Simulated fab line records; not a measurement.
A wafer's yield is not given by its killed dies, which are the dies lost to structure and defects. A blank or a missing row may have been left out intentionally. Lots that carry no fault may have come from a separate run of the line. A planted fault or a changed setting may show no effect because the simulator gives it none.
Which of the tools did it? | flow gf180mcu | 6 lots, 18 wafers sampled, at 2 steps of a route of 602

== WHAT THE GAUGES SHOWED, per wafer ==
GF_PSD_RS_MEAS_14: a four-point-probe measurement.
lot  | measured     | on            | NSD_RS (ohm/sq)
L312 | day 15 02:17 | film-metro-03 | 45.82 45.88 45.78
L315 | day 15 22:26 | film-metro-03 | 49.22 49.21 49.24
L323 | day 18 21:37 | film-metro-03 | 45.90 45.77 45.87
L328 | day 20 14:46 | film-metro-02 | 45.90 45.90 45.91
L330 | day 21 09:19 | film-metro-01 | 45.86 45.87 46.00
L332 | day 21 20:58 | film-metro-02 | 45.93 46.02 45.96

== WHAT TOOL EACH LOT RAN ON (gives the tool, then ch and the chambers of the sampled wafers, and finally the start) ==
lot  | GF_PSD_RTA_13
L312 | rtp-anneal-01 ch 0, day 15 02:13
L315 | rtp-anneal-01 ch 0, day 15 22:20
L323 | rtp-anneal-01 ch 0, day 18 21:32
L328 | rtp-anneal-01 ch 0, day 20 14:40
L330 | rtp-anneal-01 ch 0, day 21 09:13
L332 | rtp-anneal-01 ch 0, day 21 20:52
- GF_PSD_RTA_13: time 20 s.

== THE ANSWER, worked out from the rows above alone ==
Rule: usual is defined by the lots themselves. Put in order of their means at a reading, lots are off if they are a third of the lots or fewer, leave a main group of 4 or more, and stand apart from it by a gap of 3 or more times the standard deviation of the main group's means; of several such gaps the widest counts. A main group whose means are all the same, to the digits that the tables above print for the reading, isn't used. Also off: a lot with no number at a reading for which 4 or more lots have one. The other lots that the step has rows for count as sound.
Off: at GF_PSD_RS_MEAS_14 (NSD_RS), L315. Mean 45.89 ohm/sq and standard deviation 0.051 in the main group.
A tool fits if, at a process step before that reading, it ran every lot that is off, and no sound lot after the first of them. The gauges at GF_PSD_RS_MEAS_14 are tried like those tools. No candidate that was tried fits.

== WHAT HAD BEEN PUT IN BY THE SIMULATOR ==
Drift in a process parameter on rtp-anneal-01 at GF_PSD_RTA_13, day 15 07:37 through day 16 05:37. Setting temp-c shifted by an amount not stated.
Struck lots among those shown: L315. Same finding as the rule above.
